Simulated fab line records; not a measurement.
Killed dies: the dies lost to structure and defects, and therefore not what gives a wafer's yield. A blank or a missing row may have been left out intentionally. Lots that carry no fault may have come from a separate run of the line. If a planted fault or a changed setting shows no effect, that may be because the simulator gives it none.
Chamber matching | flow gf180mcu | GF_V2_CMP_26 on cmp-01: 4 sister chambers
The step polishes, stops on SiO2, t overpolish 15 s, target thk 0 nm. 7 wafers are shown with their chamber, then 8 later ones without.

WAFERS PAIRED WITH THEIR CHAMBERS
wafer  | chamber | motorCurrentA (A) | timeToEndpointS (s)
L316.2 | 3       | 12.1              | 89
L316.6 | 1       | 11.9              | 84
L317.4 | 1       | 12.0              | 84
L318.2 | 2       | 12.6              | 84
L318.4 | 3       | 11.9              | 85
L318.5 | 0       | 8.9               | 87
L323.1 | 0       | 9.0               | 91

WAFERS WHOSE CHAMBER IS MISSING
wafer  | motorCurrentA (A) | timeToEndpointS (s)
L323.2 | 12.4              | 86
L323.3 | 12.6              | 84
L324.2 | 12.2              | 86
L324.3 | 12.5              | 91
L324.6 | 12.4              | 87
L333.2 | 12.7              | 81
L333.4 | 12.2              | 82
L333.6 | 9.1               | 84

THE CHAMBER EACH PASSED THROUGH
wafer  | from the rows above          | in truth
L323.2 | can't be placed: 2 or 3      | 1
L323.3 | 2                            | 2
L324.2 | can't be placed: 3 or 1      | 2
L324.3 | 2                            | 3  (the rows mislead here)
L324.6 | can't be placed: 2 or 3      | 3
L333.2 | 2                            | 2
L333.4 | can't be placed: 1 or 3 or 2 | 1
L333.6 | 0                            | 0
Correct placement for 3 of the 8. Not placeable from these rows: 4 (in 2, the candidates include the true chamber). 1 placed wrongly.
How it was worked out, from the rows above alone: a wafer's distance from a chamber is the root of the sum, over the readings, of the square of ((its reading less the chamber's mean) divided by the reading's scatter). The wafer belongs to the nearest chamber; if the next one is less than 2 further off, it can't be placed. Each chamber's mean is taken over the wafers shown for it. The scatter is the square root of a quotient: the sum, over the shown wafers, of each reading's squared deviation from its chamber's mean, divided by wafers minus chambers.
